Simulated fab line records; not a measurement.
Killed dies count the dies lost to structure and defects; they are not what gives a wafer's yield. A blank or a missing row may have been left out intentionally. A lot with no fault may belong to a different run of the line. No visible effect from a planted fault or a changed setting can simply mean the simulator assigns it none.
fab line records / flow gf180mcu
record lots=7 wafers=21 lastDay=33
route steps=602 shown M4@456
lots untouched by any fault: they come from a run of this same line in which no faults occurred
startH: hours from the record's opening day to when the first of the lot's shown wafers began / waitH: time in hours since the lot's previous step / " the same as in the row above / L1.1+2: one row covering several wafers at once / - value missing, or start not given / * or withheld: withheld / < > ~ a bound
route shown NAME@n: names a module that has steps shown in the file, with the first one's number in the route / usual: the fault-free wafers' mean and standard deviation / same: alike in all rows / chamber/n: place in a boat / sites: each site's reading / _std_site: the standard deviation of these / _edge_site: mean of outer sites minus mean of inner sites / radiusMm: for every site, how far away it sits from the centre of the wafer / mask NAME#n: copy n / behind: the tool/chamber that last shaped the wafer / hold: the reason the lot was held/the length of the hold in hours/how it ended / device: the transistor (n, p or np) that didn't switch / end of line: at the end of the route, the tests of the same wafers / a step with no rows: only its recipe / killed: dies that structure and defects cost at the first sort, which is not the same as the wafer's yield / map: per-die view of a wafer (x killed, . not killed, _ where there is no die)
set.NAME: the setting as run; set.NAME@STEP: as run at that earlier step / model.NAME: the simulator's own value behind a step, which no gauge read
certain route steps with their lots: each step a table, each wafer a row
services: from which hour (startH, from the record's first day; less than 0 if before it) a tool's chamber was out of use, for how many hours, and why
## steps
# step GF_M4_SPUTTER_00
# recipe material=Ti targetThkNm=37.5 arrivingIonEnergyEv=80 substrateTempC=200 chamberPressurePa=2 powerW=4000 timeS=150
# usual cathodeDcPowerW=4000.0/0.74 throttleValvePct=30.1/1.5
lot.wafer=L184.1 tool=pvdSputter-04 chamber=- startH=525.27 waitH=0.2 cathodeDcPowerW=3998.2 throttleValvePct=28.8
lot.wafer=L184.4 tool=pvdSputter-04 chamber=- startH=525.27 waitH=0.2 cathodeDcPowerW=3999.6 throttleValvePct=31.5
lot.wafer=L184.6 tool=pvdSputter-04 chamber=- startH=525.27 waitH=0.2 cathodeDcPowerW=4000.2 throttleValvePct=31.2
lot.wafer=L187.3 tool=pvdSputter-02 chamber=- startH=548.21 waitH=0.1 cathodeDcPowerW=4000.9 throttleValvePct=31.7
lot.wafer=L187.4 tool=pvdSputter-02 chamber=- startH=548.21 waitH=0.1 cathodeDcPowerW=4000.2 throttleValvePct=30.8
lot.wafer=L187.6 tool=pvdSputter-02 chamber=- startH=548.21 waitH=0.1 cathodeDcPowerW=4001.1 throttleValvePct=29.6
lot.wafer=L191.1 tool=pvdSputter-04 chamber=- startH=573.82 waitH=0.1 cathodeDcPowerW=4000.0 throttleValvePct=28.9
lot.wafer=L191.3 tool=pvdSputter-04 chamber=- startH=573.82 waitH=0.1 cathodeDcPowerW=3999.6 throttleValvePct=30.4
lot.wafer=L191.4 tool=pvdSputter-04 chamber=- startH=573.82 waitH=0.1 cathodeDcPowerW=3999.0 throttleValvePct=31.6
lot.wafer=L190.2 tool=pvdSputter-01 chamber=- startH=574.12 waitH=0.1 cathodeDcPowerW=4001.0 throttleValvePct=30.4
lot.wafer=L190.5 tool=pvdSputter-01 chamber=- startH=574.12 waitH=0.1 cathodeDcPowerW=3999.8 throttleValvePct=27.2
lot.wafer=L190.6 tool=pvdSputter-01 chamber=- startH=574.12 waitH=0.1 cathodeDcPowerW=4000.9 throttleValvePct=27.9
lot.wafer=L192.1 tool=pvdSputter-04 chamber=- startH=594.17 waitH=0.2 cathodeDcPowerW=3999.9 throttleValvePct=31.4
lot.wafer=L192.4 tool=pvdSputter-04 chamber=- startH=594.17 waitH=0.2 cathodeDcPowerW=4000.7 throttleValvePct=31.3
lot.wafer=L192.6 tool=pvdSputter-04 chamber=- startH=594.17 waitH=0.2 cathodeDcPowerW=3999.2 throttleValvePct=28.8
lot.wafer=L201.2 tool=pvdSputter-01 chamber=- startH=654.86 waitH=0.1 cathodeDcPowerW=4000.2 throttleValvePct=30.3
lot.wafer=L201.3 tool=pvdSputter-01 chamber=- startH=654.86 waitH=0.1 cathodeDcPowerW=4000.7 throttleValvePct=27.4
lot.wafer=L201.5 tool=pvdSputter-01 chamber=- startH=654.86 waitH=0.1 cathodeDcPowerW=4000.4 throttleValvePct=30.3
lot.wafer=L203.2 tool=pvdSputter-01 chamber=- startH=662.15 waitH=0.1 cathodeDcPowerW=4000.2 throttleValvePct=27.9
lot.wafer=L203.3 tool=pvdSputter-01 chamber=- startH=662.15 waitH=0.1 cathodeDcPowerW=4000.3 throttleValvePct=30.5
lot.wafer=L203.4 tool=pvdSputter-01 chamber=- startH=662.15 waitH=0.1 cathodeDcPowerW=4000.4 throttleValvePct=27.3
# step GF_M4_SPUTTER_01
# recipe material=TiN targetThkNm=30 powerW=6500 timeS=25 chamberPressurePa=0.4
# usual cathodeDcPowerW=6500.0/1.2 throttleValvePct=30.1/1.5
lot.wafer=L184.1 tool=pvdSputter-04 chamber=- startH=525.37 waitH=0.1 cathodeDcPowerW=6501.3 throttleValvePct=28.9
lot.wafer=L184.4 tool=pvdSputter-04 chamber=- startH=525.37 waitH=0.1 cathodeDcPowerW=6499.7 throttleValvePct=31.6
lot.wafer=L184.6 tool=pvdSputter-04 chamber=- startH=525.37 waitH=0.1 cathodeDcPowerW=6500.7 throttleValvePct=31.1
lot.wafer=L187.3 tool=pvdSputter-02 chamber=- startH=548.31 waitH=0.1 cathodeDcPowerW=6499.6 throttleValvePct=31.7
lot.wafer=L187.4 tool=pvdSputter-02 chamber=- startH=548.31 waitH=0.1 cathodeDcPowerW=6500.8 throttleValvePct=31.0
lot.wafer=L187.6 tool=pvdSputter-02 chamber=- startH=548.31 waitH=0.1 cathodeDcPowerW=6499.7 throttleValvePct=29.8
lot.wafer=L191.1 tool=pvdSputter-04 chamber=- startH=573.92 waitH=0.1 cathodeDcPowerW=6501.0 throttleValvePct=28.7
lot.wafer=L191.3 tool=pvdSputter-04 chamber=- startH=573.92 waitH=0.1 cathodeDcPowerW=6500.7 throttleValvePct=30.6
lot.wafer=L191.4 tool=pvdSputter-04 chamber=- startH=573.92 waitH=0.1 cathodeDcPowerW=6501.8 throttleValvePct=31.4
lot.wafer=L190.2 tool=pvdSputter-01 chamber=- startH=574.22 waitH=0.1 cathodeDcPowerW=6500.6 throttleValvePct=30.5
lot.wafer=L190.5 tool=pvdSputter-01 chamber=- startH=574.22 waitH=0.1 cathodeDcPowerW=6501.2 throttleValvePct=27.1
lot.wafer=L190.6 tool=pvdSputter-01 chamber=- startH=574.22 waitH=0.1 cathodeDcPowerW=6501.2 throttleValvePct=28.4
lot.wafer=L192.1 tool=pvdSputter-04 chamber=- startH=594.27 waitH=0.1 cathodeDcPowerW=6495.5 throttleValvePct=31.4
lot.wafer=L192.4 tool=pvdSputter-04 chamber=- startH=594.27 waitH=0.1 cathodeDcPowerW=6499.7 throttleValvePct=31.8
lot.wafer=L192.6 tool=pvdSputter-04 chamber=- startH=594.27 waitH=0.1 cathodeDcPowerW=6500.0 throttleValvePct=29.0
lot.wafer=L201.2 tool=pvdSputter-01 chamber=- startH=654.96 waitH=0.1 cathodeDcPowerW=6500.0 throttleValvePct=30.2
lot.wafer=L201.3 tool=pvdSputter-01 chamber=- startH=654.96 waitH=0.1 cathodeDcPowerW=6500.4 throttleValvePct=27.5
lot.wafer=L201.5 tool=pvdSputter-01 chamber=- startH=654.96 waitH=0.1 cathodeDcPowerW=6498.3 throttleValvePct=30.2
lot.wafer=L203.2 tool=pvdSputter-01 chamber=- startH=662.25 waitH=0.1 cathodeDcPowerW=6500.4 throttleValvePct=28.0
lot.wafer=L203.3 tool=pvdSputter-01 chamber=- startH=662.25 waitH=0.1 cathodeDcPowerW=6500.2 throttleValvePct=30.3
lot.wafer=L203.4 tool=pvdSputter-01 chamber=- startH=662.25 waitH=0.1 cathodeDcPowerW=6500.8 throttleValvePct=27.2
# step GF_M4_SPUTTER_02
# recipe material=AlCu targetThkNm=450 powerW=10600 timeS=23.9 chamberPressurePa=0.4
# usual cathodeDcPowerW=10600/1.8 throttleValvePct=30.1/1.5
lot.wafer=L184.1 tool=pvdSputter-04 chamber=- startH=525.40 waitH=0.0 cathodeDcPowerW=10597 throttleValvePct=28.7
lot.wafer=L184.4 tool=pvdSputter-04 chamber=- startH=525.40 waitH=0.0 cathodeDcPowerW=10601 throttleValvePct=31.6
lot.wafer=L184.6 tool=pvdSputter-04 chamber=- startH=525.40 waitH=0.0 cathodeDcPowerW=10598 throttleValvePct=31.3
lot.wafer=L187.3 tool=pvdSputter-02 chamber=- startH=548.34 waitH=0.0 cathodeDcPowerW=10601 throttleValvePct=31.8
lot.wafer=L187.4 tool=pvdSputter-02 chamber=- startH=548.34 waitH=0.0 cathodeDcPowerW=10600 throttleValvePct=30.8
lot.wafer=L187.6 tool=pvdSputter-02 chamber=- startH=548.34 waitH=0.0 cathodeDcPowerW=10600 throttleValvePct=29.4
lot.wafer=L191.1 tool=pvdSputter-04 chamber=- startH=573.95 waitH=0.0 cathodeDcPowerW=10602 throttleValvePct=28.7
lot.wafer=L191.3 tool=pvdSputter-04 chamber=- startH=573.95 waitH=0.0 cathodeDcPowerW=10602 throttleValvePct=30.1
lot.wafer=L191.4 tool=pvdSputter-04 chamber=- startH=573.95 waitH=0.0 cathodeDcPowerW=10601 throttleValvePct=31.6
lot.wafer=L190.2 tool=pvdSputter-01 chamber=- startH=574.25 waitH=0.0 cathodeDcPowerW=10602 throttleValvePct=30.4
lot.wafer=L190.5 tool=pvdSputter-01 chamber=- startH=574.25 waitH=0.0 cathodeDcPowerW=10600 throttleValvePct=27.4
lot.wafer=L190.6 tool=pvdSputter-01 chamber=- startH=574.25 waitH=0.0 cathodeDcPowerW=10599 throttleValvePct=28.4
lot.wafer=L192.1 tool=pvdSputter-04 chamber=- startH=594.30 waitH=0.0 cathodeDcPowerW=10597 throttleValvePct=31.4
lot.wafer=L192.4 tool=pvdSputter-04 chamber=- startH=594.30 waitH=0.0 cathodeDcPowerW=10601 throttleValvePct=31.5
lot.wafer=L192.6 tool=pvdSputter-04 chamber=- startH=594.30 waitH=0.0 cathodeDcPowerW=10600 throttleValvePct=29.0
lot.wafer=L201.2 tool=pvdSputter-01 chamber=- startH=654.99 waitH=0.0 cathodeDcPowerW=10599 throttleValvePct=30.4
lot.wafer=L201.3 tool=pvdSputter-01 chamber=- startH=654.99 waitH=0.0 cathodeDcPowerW=10595 throttleValvePct=27.3
lot.wafer=L201.5 tool=pvdSputter-01 chamber=- startH=654.99 waitH=0.0 cathodeDcPowerW=10602 throttleValvePct=30.2
lot.wafer=L203.2 tool=pvdSputter-01 chamber=- startH=662.28 waitH=0.0 cathodeDcPowerW=10597 throttleValvePct=28.2
lot.wafer=L203.3 tool=pvdSputter-01 chamber=- startH=662.28 waitH=0.0 cathodeDcPowerW=10599 throttleValvePct=30.3
lot.wafer=L203.4 tool=pvdSputter-01 chamber=- startH=662.28 waitH=0.0 cathodeDcPowerW=10599 throttleValvePct=27.3
# step GF_M4_SPUTTER_03
# recipe material=Ti targetThkNm=10 substrateTempC=300 chamberPressurePa=0.3 powerW=3000 timeS=6.921
# usual cathodeDcPowerW=3000.0/0.54 throttleValvePct=30.1/1.5
lot.wafer=L184.1 tool=pvdSputter-04 chamber=- startH=525.43 waitH=0.0 cathodeDcPowerW=2999.9 throttleValvePct=28.9
lot.wafer=L184.4 tool=pvdSputter-04 chamber=- startH=525.43 waitH=0.0 cathodeDcPowerW=2999.7 throttleValvePct=31.4
lot.wafer=L184.6 tool=pvdSputter-04 chamber=- startH=525.43 waitH=0.0 cathodeDcPowerW=3000.2 throttleValvePct=31.2
lot.wafer=L187.3 tool=pvdSputter-02 chamber=- startH=548.37 waitH=0.0 cathodeDcPowerW=3000.2 throttleValvePct=31.9
lot.wafer=L187.4 tool=pvdSputter-02 chamber=- startH=548.37 waitH=0.0 cathodeDcPowerW=2999.5 throttleValvePct=30.9
lot.wafer=L187.6 tool=pvdSputter-02 chamber=- startH=548.37 waitH=0.0 cathodeDcPowerW=3000.2 throttleValvePct=29.5
lot.wafer=L191.1 tool=pvdSputter-04 chamber=- startH=573.98 waitH=0.0 cathodeDcPowerW=2999.5 throttleValvePct=28.9
lot.wafer=L191.3 tool=pvdSputter-04 chamber=- startH=573.98 waitH=0.0 cathodeDcPowerW=3000.2 throttleValvePct=30.3
lot.wafer=L191.4 tool=pvdSputter-04 chamber=- startH=573.98 waitH=0.0 cathodeDcPowerW=3000.6 throttleValvePct=31.7
lot.wafer=L190.2 tool=pvdSputter-01 chamber=- startH=574.28 waitH=0.0 cathodeDcPowerW=2999.4 throttleValvePct=30.6
lot.wafer=L190.5 tool=pvdSputter-01 chamber=- startH=574.28 waitH=0.0 cathodeDcPowerW=2999.9 throttleValvePct=27.3
lot.wafer=L190.6 tool=pvdSputter-01 chamber=- startH=574.28 waitH=0.0 cathodeDcPowerW=3000.5 throttleValvePct=27.9
lot.wafer=L192.1 tool=pvdSputter-04 chamber=- startH=594.33 waitH=0.0 cathodeDcPowerW=3000.0 throttleValvePct=30.9
lot.wafer=L192.4 tool=pvdSputter-04 chamber=- startH=594.33 waitH=0.0 cathodeDcPowerW=2999.3 throttleValvePct=31.6
lot.wafer=L192.6 tool=pvdSputter-04 chamber=- startH=594.33 waitH=0.0 cathodeDcPowerW=3000.8 throttleValvePct=29.0
lot.wafer=L201.2 tool=pvdSputter-01 chamber=- startH=655.02 waitH=0.0 cathodeDcPowerW=3000.1 throttleValvePct=30.3
lot.wafer=L201.3 tool=pvdSputter-01 chamber=- startH=655.02 waitH=0.0 cathodeDcPowerW=2999.2 throttleValvePct=27.2
lot.wafer=L201.5 tool=pvdSputter-01 chamber=- startH=655.02 waitH=0.0 cathodeDcPowerW=3000.5 throttleValvePct=30.1
lot.wafer=L203.2 tool=pvdSputter-01 chamber=- startH=662.31 waitH=0.0 cathodeDcPowerW=2999.0 throttleValvePct=28.1
lot.wafer=L203.3 tool=pvdSputter-01 chamber=- startH=662.31 waitH=0.0 cathodeDcPowerW=2999.9 throttleValvePct=29.9
lot.wafer=L203.4 tool=pvdSputter-01 chamber=- startH=662.31 waitH=0.0 cathodeDcPowerW=3000.0 throttleValvePct=27.2
# step GF_M4_SPUTTER_04
# recipe material=TiN targetThkNm=50 powerW=6500 timeS=41.7 chamberPressurePa=0.4
# usual cathodeDcPowerW=6500.1/1.2 throttleValvePct=30.1/1.5
lot.wafer=L184.1 tool=pvdSputter-04 chamber=- startH=525.45 waitH=0.0 cathodeDcPowerW=6501.2 throttleValvePct=29.1
lot.wafer=L184.4 tool=pvdSputter-04 chamber=- startH=525.45 waitH=0.0 cathodeDcPowerW=6499.0 throttleValvePct=31.6
lot.wafer=L184.6 tool=pvdSputter-04 chamber=- startH=525.45 waitH=0.0 cathodeDcPowerW=6499.0 throttleValvePct=31.0
lot.wafer=L187.3 tool=pvdSputter-02 chamber=- startH=548.39 waitH=0.0 cathodeDcPowerW=6497.3 throttleValvePct=31.7
lot.wafer=L187.4 tool=pvdSputter-02 chamber=- startH=548.39 waitH=0.0 cathodeDcPowerW=6500.2 throttleValvePct=30.7
lot.wafer=L187.6 tool=pvdSputter-02 chamber=- startH=548.39 waitH=0.0 cathodeDcPowerW=6499.6 throttleValvePct=29.3
lot.wafer=L191.1 tool=pvdSputter-04 chamber=- startH=574.00 waitH=0.0 cathodeDcPowerW=6500.0 throttleValvePct=29.0
lot.wafer=L191.3 tool=pvdSputter-04 chamber=- startH=574.00 waitH=0.0 cathodeDcPowerW=6499.5 throttleValvePct=30.3
lot.wafer=L191.4 tool=pvdSputter-04 chamber=- startH=574.00 waitH=0.0 cathodeDcPowerW=6500.9 throttleValvePct=31.3
lot.wafer=L190.2 tool=pvdSputter-01 chamber=- startH=574.30 waitH=0.0 cathodeDcPowerW=6498.7 throttleValvePct=29.7
lot.wafer=L190.5 tool=pvdSputter-01 chamber=- startH=574.30 waitH=0.0 cathodeDcPowerW=6500.7 throttleValvePct=27.4
lot.wafer=L190.6 tool=pvdSputter-01 chamber=- startH=574.30 waitH=0.0 cathodeDcPowerW=6501.6 throttleValvePct=28.3
lot.wafer=L192.1 tool=pvdSputter-04 chamber=- startH=594.35 waitH=0.0 cathodeDcPowerW=6501.2 throttleValvePct=31.3
lot.wafer=L192.4 tool=pvdSputter-04 chamber=- startH=594.35 waitH=0.0 cathodeDcPowerW=6497.8 throttleValvePct=31.5
lot.wafer=L192.6 tool=pvdSputter-04 chamber=- startH=594.35 waitH=0.0 cathodeDcPowerW=6501.4 throttleValvePct=29.1
lot.wafer=L201.2 tool=pvdSputter-01 chamber=- startH=655.04 waitH=0.0 cathodeDcPowerW=6500.7 throttleValvePct=30.5
lot.wafer=L201.3 tool=pvdSputter-01 chamber=- startH=655.04 waitH=0.0 cathodeDcPowerW=6499.3 throttleValvePct=27.3
lot.wafer=L201.5 tool=pvdSputter-01 chamber=- startH=655.04 waitH=0.0 cathodeDcPowerW=6499.5 throttleValvePct=30.2
lot.wafer=L203.2 tool=pvdSputter-01 chamber=- startH=662.33 waitH=0.0 cathodeDcPowerW=6502.9 throttleValvePct=28.3
lot.wafer=L203.3 tool=pvdSputter-01 chamber=- startH=662.33 waitH=0.0 cathodeDcPowerW=6499.1 throttleValvePct=30.1
lot.wafer=L203.4 tool=pvdSputter-01 chamber=- startH=662.33 waitH=0.0 cathodeDcPowerW=6498.4 throttleValvePct=27.2
# step GF_M4_RS_MEAS_05
# recipe thkMeasGauge=four-point-probe reads=TiN_of_M4_SPUTTER_04+Ti_of_M4_SPUTTER_03+AlCu_of_M4_SPUTTER_02+TiN_of_M4_SPUTTER_01+Ti_of_M4_SPUTTER_00
# usual M4_ALCU_RS=0.0699/0.00076
lot.wafer=L184.1 tool=filmMetro-02 chamber=- startH=525.49 waitH=0.0 M4_ALCU_RS[ohm/sq]=0.0693
lot.wafer=L184.4 tool=filmMetro-02 chamber=- startH=525.49 waitH=0.0 M4_ALCU_RS[ohm/sq]=0.0686
lot.wafer=L184.6 tool=filmMetro-02 chamber=- startH=525.49 waitH=0.0 M4_ALCU_RS[ohm/sq]=0.0689
lot.wafer=L187.3 tool=filmMetro-03 chamber=- startH=548.47 waitH=0.1 M4_ALCU_RS[ohm/sq]=0.0685
lot.wafer=L187.4 tool=filmMetro-03 chamber=- startH=548.47 waitH=0.1 M4_ALCU_RS[ohm/sq]=0.0697
lot.wafer=L187.6 tool=filmMetro-03 chamber=- startH=548.47 waitH=0.1 M4_ALCU_RS[ohm/sq]=0.0703
lot.wafer=L191.1 tool=filmMetro-04 chamber=- startH=574.04 waitH=0.0 M4_ALCU_RS[ohm/sq]=0.0707
lot.wafer=L191.3 tool=filmMetro-04 chamber=- startH=574.04 waitH=0.0 M4_ALCU_RS[ohm/sq]=0.0700
lot.wafer=L191.4 tool=filmMetro-04 chamber=- startH=574.04 waitH=0.0 M4_ALCU_RS[ohm/sq]=0.0707
lot.wafer=L190.2 tool=filmMetro-02 chamber=- startH=574.36 waitH=0.0 M4_ALCU_RS[ohm/sq]=0.0704
lot.wafer=L190.5 tool=filmMetro-02 chamber=- startH=574.36 waitH=0.0 M4_ALCU_RS[ohm/sq]=0.0695
lot.wafer=L190.6 tool=filmMetro-02 chamber=- startH=574.36 waitH=0.0 M4_ALCU_RS[ohm/sq]=0.0698
lot.wafer=L192.1 tool=filmMetro-03 chamber=- startH=594.39 waitH=0.0 M4_ALCU_RS[ohm/sq]=0.0704
lot.wafer=L192.4 tool=filmMetro-03 chamber=- startH=594.39 waitH=0.0 M4_ALCU_RS[ohm/sq]=0.0702
lot.wafer=L192.6 tool=filmMetro-03 chamber=- startH=594.39 waitH=0.0 M4_ALCU_RS[ohm/sq]=0.0701
lot.wafer=L201.2 tool=filmMetro-02 chamber=- startH=655.10 waitH=0.0 M4_ALCU_RS[ohm/sq]=0.0706
lot.wafer=L201.3 tool=filmMetro-02 chamber=- startH=655.10 waitH=0.0 M4_ALCU_RS[ohm/sq]=0.0702
lot.wafer=L201.5 tool=filmMetro-02 chamber=- startH=655.10 waitH=0.0 M4_ALCU_RS[ohm/sq]=0.0704
lot.wafer=L203.2 tool=filmMetro-02 chamber=- startH=662.39 waitH=0.0 M4_ALCU_RS[ohm/sq]=0.0691
lot.wafer=L203.3 tool=filmMetro-02 chamber=- startH=662.39 waitH=0.0 M4_ALCU_RS[ohm/sq]=0.0698
lot.wafer=L203.4 tool=filmMetro-02 chamber=- startH=662.39 waitH=0.0 M4_ALCU_RS[ohm/sq]=0.0689
# step GF_M4_THK_MEAS_06
# recipe thkMeasGauge=xrf reads=AlCu_of_M4_SPUTTER_02
# usual M4_ALCU_THK=452/5.3
lot.wafer=L184.1 tool=filmMetro-02 chamber=- startH=525.61 waitH=0.1 M4_ALCU_THK[nm]=458
lot.wafer=L184.4 tool=filmMetro-02 chamber=- startH=525.61 waitH=0.1 M4_ALCU_THK[nm]=460
lot.wafer=L184.6 tool=filmMetro-02 chamber=- startH=525.61 waitH=0.1 M4_ALCU_THK[nm]=459
lot.wafer=L187.3 tool=filmMetro-03 chamber=- startH=548.57 waitH=0.1 M4_ALCU_THK[nm]=462
lot.wafer=L187.4 tool=filmMetro-03 chamber=- startH=548.57 waitH=0.1 M4_ALCU_THK[nm]=452
lot.wafer=L187.6 tool=filmMetro-03 chamber=- startH=548.57 waitH=0.1 M4_ALCU_THK[nm]=453
lot.wafer=L191.1 tool=filmMetro-04 chamber=- startH=574.16 waitH=0.1 M4_ALCU_THK[nm]=442
lot.wafer=L191.3 tool=filmMetro-04 chamber=- startH=574.16 waitH=0.1 M4_ALCU_THK[nm]=448
lot.wafer=L191.4 tool=filmMetro-04 chamber=- startH=574.16 waitH=0.1 M4_ALCU_THK[nm]=443
lot.wafer=L190.2 tool=filmMetro-02 chamber=- startH=574.47 waitH=0.1 M4_ALCU_THK[nm]=448
lot.wafer=L190.5 tool=filmMetro-02 chamber=- startH=574.47 waitH=0.1 M4_ALCU_THK[nm]=455
lot.wafer=L190.6 tool=filmMetro-02 chamber=- startH=574.47 waitH=0.1 M4_ALCU_THK[nm]=454
lot.wafer=L192.1 tool=filmMetro-03 chamber=- startH=594.51 waitH=0.1 M4_ALCU_THK[nm]=451
lot.wafer=L192.4 tool=filmMetro-03 chamber=- startH=594.51 waitH=0.1 M4_ALCU_THK[nm]=449
lot.wafer=L192.6 tool=filmMetro-03 chamber=- startH=594.51 waitH=0.1 M4_ALCU_THK[nm]=453
lot.wafer=L201.2 tool=filmMetro-02 chamber=- startH=655.21 waitH=0.1 M4_ALCU_THK[nm]=447
lot.wafer=L201.3 tool=filmMetro-02 chamber=- startH=655.21 waitH=0.1 M4_ALCU_THK[nm]=451
lot.wafer=L201.5 tool=filmMetro-02 chamber=- startH=655.21 waitH=0.1 M4_ALCU_THK[nm]=450
lot.wafer=L203.2 tool=filmMetro-02 chamber=- startH=662.50 waitH=0.1 M4_ALCU_THK[nm]=459
lot.wafer=L203.3 tool=filmMetro-02 chamber=- startH=662.50 waitH=0.1 M4_ALCU_THK[nm]=453
lot.wafer=L203.4 tool=filmMetro-02 chamber=- startH=662.50 waitH=0.1 M4_ALCU_THK[nm]=462
# step GF_M4_DEHYDRATE_07
# recipe tempC=200 timeS=60
# step GF_M4_HMDS_08
# recipe primeTimeS=60 primeTempC=120
# step GF_M4_COAT_09
# recipe resist=KrF spinRpm=withheld resistThkNm=1000
# step GF_M4_SOFTBAKE_10
# recipe tempC=130 timeS=60 resist=KrF
# step GF_M4_EXPOSE_11
# recipe maskId=Metal4 targetCdNm=280 na=0.68 sourceShape=conventional sigmaOuter=0.6 doseMj=28
# step GF_M4_PEB_12
# recipe pebTempC=135 pebTimeS=90 resist=KrF
# usual chillPlateTempC=22.98/0.1 exhaustPa=44.9/1 plateTempC=134.98/0.14
lot.wafer=L184.1 tool=lithoTrack-01 chamber=0 startH=548.05 waitH=- chillPlateTempC=22.96 exhaustPa=44.2 plateTempC=135.00
lot.wafer=L184.4 tool=lithoTrack-01 chamber=0 startH=548.05 waitH=- chillPlateTempC=22.87 exhaustPa=44.5 plateTempC=135.07
lot.wafer=L184.6 tool=lithoTrack-01 chamber=0 startH=548.05 waitH=- chillPlateTempC=22.82 exhaustPa=46.4 plateTempC=134.96
lot.wafer=L187.3 tool=lithoTrack-01 chamber=0 startH=569.62 waitH=- chillPlateTempC=23.00 exhaustPa=43.7 plateTempC=134.86
lot.wafer=L187.4 tool=lithoTrack-01 chamber=0 startH=569.62 waitH=- chillPlateTempC=23.00 exhaustPa=45.5 plateTempC=134.98
lot.wafer=L187.6 tool=lithoTrack-01 chamber=0 startH=569.62 waitH=- chillPlateTempC=22.94 exhaustPa=44.4 plateTempC=134.77
lot.wafer=L191.1 tool=lithoTrack-02 chamber=- startH=595.00 waitH=- chillPlateTempC=- exhaustPa=- plateTempC=-
lot.wafer=L191.3 tool=lithoTrack-02 chamber=- startH=595.00 waitH=- chillPlateTempC=- exhaustPa=- plateTempC=-
lot.wafer=L191.4 tool=lithoTrack-02 chamber=- startH=595.00 waitH=- chillPlateTempC=- exhaustPa=- plateTempC=-
lot.wafer=L190.2 tool=lithoTrack-04 chamber=- startH=595.63 waitH=- chillPlateTempC=- exhaustPa=- plateTempC=-
lot.wafer=L190.5 tool=lithoTrack-04 chamber=- startH=595.63 waitH=- chillPlateTempC=- exhaustPa=- plateTempC=-
lot.wafer=L190.6 tool=lithoTrack-04 chamber=- startH=595.63 waitH=- chillPlateTempC=- exhaustPa=- plateTempC=-
lot.wafer=L192.1 tool=lithoTrack-01 chamber=- startH=614.75 waitH=- chillPlateTempC=- exhaustPa=- plateTempC=-
lot.wafer=L192.4 tool=lithoTrack-01 chamber=- startH=614.75 waitH=- chillPlateTempC=- exhaustPa=- plateTempC=-
lot.wafer=L192.6 tool=lithoTrack-01 chamber=- startH=614.75 waitH=- chillPlateTempC=- exhaustPa=- plateTempC=-
lot.wafer=L201.2 tool=lithoTrack-01 chamber=0 startH=674.33 waitH=- chillPlateTempC=22.92 exhaustPa=44.2 plateTempC=134.86
lot.wafer=L201.3 tool=lithoTrack-01 chamber=0 startH=674.33 waitH=- chillPlateTempC=22.87 exhaustPa=44.9 plateTempC=134.98
lot.wafer=L201.5 tool=lithoTrack-01 chamber=0 startH=674.33 waitH=- chillPlateTempC=22.80 exhaustPa=44.1 plateTempC=134.99
lot.wafer=L203.2 tool=lithoTrack-02 chamber=0 startH=680.88 waitH=- chillPlateTempC=22.99 exhaustPa=44.7 plateTempC=134.93
lot.wafer=L203.3 tool=lithoTrack-02 chamber=0 startH=680.88 waitH=- chillPlateTempC=22.97 exhaustPa=43.2 plateTempC=134.91
lot.wafer=L203.4 tool=lithoTrack-02 chamber=0 startH=680.88 waitH=- chillPlateTempC=22.98 exhaustPa=43.5 plateTempC=135.00
# step GF_M4_DEVELOP_13
# recipe developTimeS=60 devTempC=21
## services
tool=lithoTrack-04 chamber=- startH=557.04 hours=- kind=consumableReplace:filter
tool=pvdSputter-02 chamber=- startH=557.69 hours=23.7 kind=repair
tool=pvdSputter-02 chamber=- startH=566.37 hours=4.5 kind=repair
tool=pvdSputter-01 chamber=- startH=606.07 hours=0.5 kind=repair
tool=pvdSputter-04 chamber=- startH=627.04 hours=2.2 kind=repair
tool=pvdSputter-04 chamber=- startH=664.72 hours=3.1 kind=repair
tool=pvdSputter-04 chamber=- startH=666.53 hours=2.4 kind=repair
## key
firstSign step=GF_M4_PEB_12 reading=toolRecord direction=missing
effect none on later readings
metAt GF_M4_PEB_12
struckWafers L190.2,L190.5,L190.6,L191.1,L191.3,L191.4,L192.1,L192.4,L192.6
laterRowsLeftOut L190.2,L190.5,L190.6,L191.1,L191.3,L191.4,L192.1,L192.4,L192.6
sortLeftOut L190.2,L190.5,L190.6,L191.1,L191.3,L191.4,L192.1,L192.4,L192.6
onsetBetween 569.62 595.00
fault kind=skippedStepWhole tool=lithoTrack-01,lithoTrack-02,lithoTrack-04 chamber=- onsetH=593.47 steps=GF_M4_PEB_12 scope=struckLotsOnly
# sortLeftOut: the simulated sort isn't trusted on such a fault, so these wafers' sort isn't shown, and their yield isn't known
# laterRowsLeftOut: the simulator's readings of these wafers behind a module that went badly wrong aren't trusted and aren't shown, but for the sort
